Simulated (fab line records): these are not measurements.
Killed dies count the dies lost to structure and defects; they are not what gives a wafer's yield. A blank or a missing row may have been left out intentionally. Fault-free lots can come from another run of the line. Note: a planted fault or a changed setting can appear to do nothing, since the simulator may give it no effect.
Which tool is to blame?    flow gf180mcu    39 wafers from 13 lots sampled at 4 of the route's 602 steps

== WHAT THE GAUGES SHOWED, per wafer ==
GF_HV_LDD_OVL_MEAS_32.
lot   measured      on          HV_LDD_02_OVL (nm)
L427  day 11 23:02  overlay-02  -2.5 -1.7 -1.5
L428  day 12 10:08  overlay-01  -2.0 0.4 -0.1
L429  day 12 11:21  overlay-02  -3.0 -1.1 -1.3
L430  day 13 07:35  overlay-02  0.8 -1.4 1.2
L438  day 15 10:43  overlay-01  -2.7 -2.8 -4.2
L439  day 16 01:04  overlay-01  0.4 -0.6 0.3
L440  day 16 09:56  overlay-01  -0.9 -1.9 -1.9
L441  day 16 19:08  overlay-02  1.9 2.5 2.2
L444  day 17 13:55  overlay-02  -0.9 -0.8 0.6
L445  day 17 21:08  overlay-02  -0.1 -1.3 -1.1
L446  day 18 09:50  overlay-02  -0.8 -1.9 -0.7
L447  day 18 10:02  overlay-02  0.1 0.8 -0.2
L449  day 19 02:05  overlay-01  -2.2 -2.5 0.5

GF_HV_LDD_TW_MEAS_38.
lot   measured      on             HV_LDD_3_TW
L427  day 11 23:47  film metro-03  1428 1436 1436
L428  day 12 10:53  film metro-04  1437 1437 1436
L429  day 12 12:05  film metro-02  1415 1421 1411
L430  day 13 08:19  film metro-02  1440 1428 1433
L438  day 15 11:28  film metro-03  1433 1425 1431
L439  day 16 01:47  film metro-03  1438 1435 1431
L440  day 16 10:40  film metro-04  1447 1449 1447
L441  day 16 19:53  film metro-04  1454 1449 1447
L444  day 17 14:40  film metro-02  1422 1414 1418
L445  day 17 21:53  film metro-02  1423 1422 1418
L446  day 18 10:34  film metro-03  1435 1427 1430
L447  day 18 10:48  film metro-02  1421 1421 1420
L449  day 19 02:49  film metro-04  1452 1444 1448

== WHAT TOOL EACH LOT RAN ON (gives the tool, then ch and the chambers of the sampled wafers, and finally the start) ==
lot   GF_MVPSD_STRIP_10                     GF_HV_LDD_STRIP_22
L427  plasma asher-03 ch 0,1, day 5 06:23   plasma asher-04 ch 0, day 11 03:49
L428  plasma asher-01 ch 0,1, day 5 13:04   plasma asher-01 ch 0,1, day 11 15:10
L429  plasma asher-01 ch 0,1, day 5 18:02   plasma asher-01 ch 0,1, day 11 15:49
L430  plasma asher-03 ch 0,1, day 6 02:14   plasma asher-01 ch 0,1, day 12 11:31
L438  plasma asher-04 ch 0,1, day 8 00:33   plasma asher-04 ch 0,1, day 14 12:55
L439  plasma asher-01 ch 0,1, day 8 09:14   plasma asher-04 ch 0,1, day 15 02:58
L440  plasma asher-04 ch 0,1, day 8 15:50   plasma asher-04 ch 0,1, day 15 11:44
L441  plasma asher-03 ch 0,1, day 8 23:13   plasma asher-01 ch 0,1, day 15 21:05
L444  plasma asher-03 ch 0,1, day 9 13:55   plasma asher-04 ch 0, day 16 15:20
L445  plasma asher-04 ch 0,1, day 9 20:29   plasma asher-04 ch 0,1, day 16 21:55
L446  plasma asher-03 ch 0,1, day 10 02:54  plasma asher-04 ch 0,1, day 17 10:35
L447  plasma asher-04 ch 0,1, day 10 07:55  plasma asher-01 ch 0,1, day 17 10:46
L449  plasma asher-01 ch 0,1, day 10 20:04  plasma asher-04 ch 0,1, day 18 02:01
- GF_MVPSD_STRIP_10: strips in O2/N2.
- GF_HV_LDD_STRIP_22: strips in O2/N2.

== WHAT THE TOOLS THEMSELVES READ (means of the sampled wafers that have a number; where no wafer has one, the mark that the record gives instead) ==
GF_MVPSD_STRIP_10.
lot   tool             chamber pressure mTorr (mTorr)  drypump motor current A (A)  heater power w (W)  oes product au (a.u.)  platen temp c (C)  strip time to endpoint s (s)
L427  plasma asher-03  1499.6                          5.8                          321                 0.724                  249.85             37.00
L428  plasma asher-01  1500.6                          5.2                          335                 0.719                  249.86             37.06
L429  plasma asher-01  1500.4                          5.5                          351                 0.723                  250.16             37.01
L430  plasma asher-03  1500.0                          5.7                          342                 0.723                  250.09             36.95
L438  plasma asher-04  1500.5                          5.4                          337                 0.719                  249.99             36.91
L439  plasma asher-01  1500.3                          5.4                          340                 0.721                  250.21             37.12
L440  plasma asher-04  1498.8                          5.6                          348                 0.725                  249.82             37.14
L441  plasma asher-03  1498.9                          5.7                          338                 0.721                  249.96             37.08
L444  plasma asher-03  1499.0                          5.8                          338                 0.721                  250.00             36.81
L445  plasma asher-04  1499.3                          5.6                          350                 0.722                  250.07             37.11
L446  plasma asher-03  1499.5                          5.7                          344                 0.719                  250.04             37.12
L447  plasma asher-04  1499.2                          5.6                          349                 0.720                  249.95             37.29
L449  plasma asher-01  1500.3                          5.2                          329                 0.721                  250.07             37.08

GF_HV_LDD_STRIP_22.
lot   tool             chamber pressure mTorr (mTorr)  drypump motor current A (A)  heater power w (W)  oes product au (a.u.)  platen temp c (C)  strip time to endpoint s (s)
L427  plasma asher-04  1499.2                          5.2                          327                 0.718                  249.91             12.64
L428  plasma asher-01  1499.4                          5.2                          332                 0.720                  250.02             12.64
L429  plasma asher-01  1499.8                          5.5                          344                 0.713                  250.07             12.67
L430  plasma asher-01  1500.2                          5.2                          333                 0.942                  250.07             -
L438  plasma asher-04  1500.6                          5.6                          348                 0.719                  249.97             12.69
L439  plasma asher-04  1499.1                          5.5                          345                 0.715                  250.08             12.63
L440  plasma asher-04  1500.9                          5.4                          342                 0.721                  250.02             12.61
L441  plasma asher-01  1500.4                          5.5                          350                 0.714                  249.95             12.74
L444  plasma asher-04  1500.3                          5.2                          326                 0.715                  250.01             12.59
L445  plasma asher-04  1499.5                          5.5                          350                 0.719                  249.98             12.63
L446  plasma asher-04  1499.0                          5.6                          346                 0.718                  249.98             12.70
L447  plasma asher-01  1499.7                          5.2                          335                 0.712                  249.97             12.57
L449  plasma asher-04  1501.2                          5.4                          339                 0.716                  250.00             12.61

== THE ANSWER, worked out from the rows above alone ==
Rule: what is usual is taken from the lots themselves. The widest of any qualifying gaps counts: lots, ordered by their means at a reading, are off when they make up no more than a third of the lots, leave a main group of 4 or more, and stand apart from it by 3 or more times the standard deviation of that group's means. If all means in a main group match to the digits the tables above print for the reading, that group is not used. Also off: a lot with no number at a reading for which 4 or more lots have one. All remaining lots with rows at the step are treated as sound. First the gauges in route order, then the tools' own readings, where a lot's mean is used as printed above. The first step at which some lot is off is used, and at that step the reading that is off furthest; a lot without a number counts as furthest.
Off, at GF_HV_LDD_STRIP_22 on strip time to endpoint s: L430. Without a number there: L430. Main group: mean 12.64 s, sd 0.047.
A tool fits if, at that step or a process step before it, it ran every lot that is off, and no sound lot after the first of them. None of those tried fits.

== WHAT THE SIMULATOR PUT IN ==
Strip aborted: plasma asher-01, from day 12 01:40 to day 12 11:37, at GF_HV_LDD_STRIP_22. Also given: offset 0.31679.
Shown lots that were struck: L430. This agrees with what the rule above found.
